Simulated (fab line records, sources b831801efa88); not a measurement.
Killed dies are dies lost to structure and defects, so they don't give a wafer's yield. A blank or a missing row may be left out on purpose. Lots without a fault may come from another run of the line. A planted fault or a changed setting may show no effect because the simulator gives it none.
One fault seen from 2 desks | flow gf180mcu | each desk has only its own numbers; what lay behind them comes last

THE METROLOGY DESK
What the gauges read, lot by lot, whatever tool the lot ran on: means of the sampled wafers that have a number. A lot is out of limits, marked OUT, if its mean lies more than 4 standard deviations from the usual mean; the brackets give that distance.
Columns: A = cd_nm at GF_M1_CD_MEAS_14, usual 230.0 nm; B = M1_OVL at GF_M1_OVL_MEAS_15, usual 3 nm; C = V1_CVD_00_THK at GF_V1_THK_MEAS_01, usual 605 nm; D = V1_CVD_02_THK at GF_V1_THK_MEAS_03, usual 849 nm
lot  | first seen here | A     | B | C   | D
L874 | day 17 21:01    | 230.6 | 6 | 598 | 844
L880 | day 20 07:58    | 231.2 | 8 | 610 | 870
L881 | day 20 16:06    | 230.8 | 4 | 611 | 869
L888 | day 22 22:20    | 229.2 | 2 | 606 | 842
L889 | day 23 12:52    | 230.3 | 5 | 604 | 845
L893 | day 24 13:41    | 229.9 | 3 | 611 | 839
This desk's finding: nothing out of limits on any of the 6 lots.

THE TOOL OWNER'S DESK: pecvd-02
The tool's own readings at GF_V1_CVD_02 (deposits SiO2 from TEOS, target thk 850 nm, time 94.851 s): means of the sampled wafers that have a number, for each lot that ran on this tool. A lot is out of limits, marked OUT, if its mean lies more than 4 standard deviations from the usual mean; the brackets give that distance.
Columns: A = heater_power_w at GF_V1_CVD_02, usual 657 W; B = run_length_s at GF_V1_CVD_02, usual 122.5 s
lot  | first seen here | A   | B
L874 | day 17 22:05    | 710 | 122.6
L880 | day 20 08:54    | 749 | 125.7 (+4.8) OUT
L881 | day 20 17:08    | 697 | 125.4 (+4.3) OUT
L893 | day 24 14:37    | 709 | 122.9
This desk's finding: out of limits on L880, L881; first on L880, day 20 08:54 (run_length_s at GF_V1_CVD_02). In limits: L874, L893.

PUT TOGETHER
The tool owner's desk could have raised an alarm at day 20 08:54, on L880, L881.
The metrology desk saw nothing out of limits.
The metrology desk has L880, L881 on record, within its limits.
Of the lots named, all ran GF_V1_CVD_02 on pecvd-02.

WHAT THE SIMULATOR HAD PUT IN
Process parameter drift: pecvd-02, from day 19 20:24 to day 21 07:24, at GF_V1_CVD_02. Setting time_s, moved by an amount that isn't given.
Lots struck among those shown: L880, L881.
Hours from the fault's start to each desk's first reading out of limits: the tool owner's desk, 12.
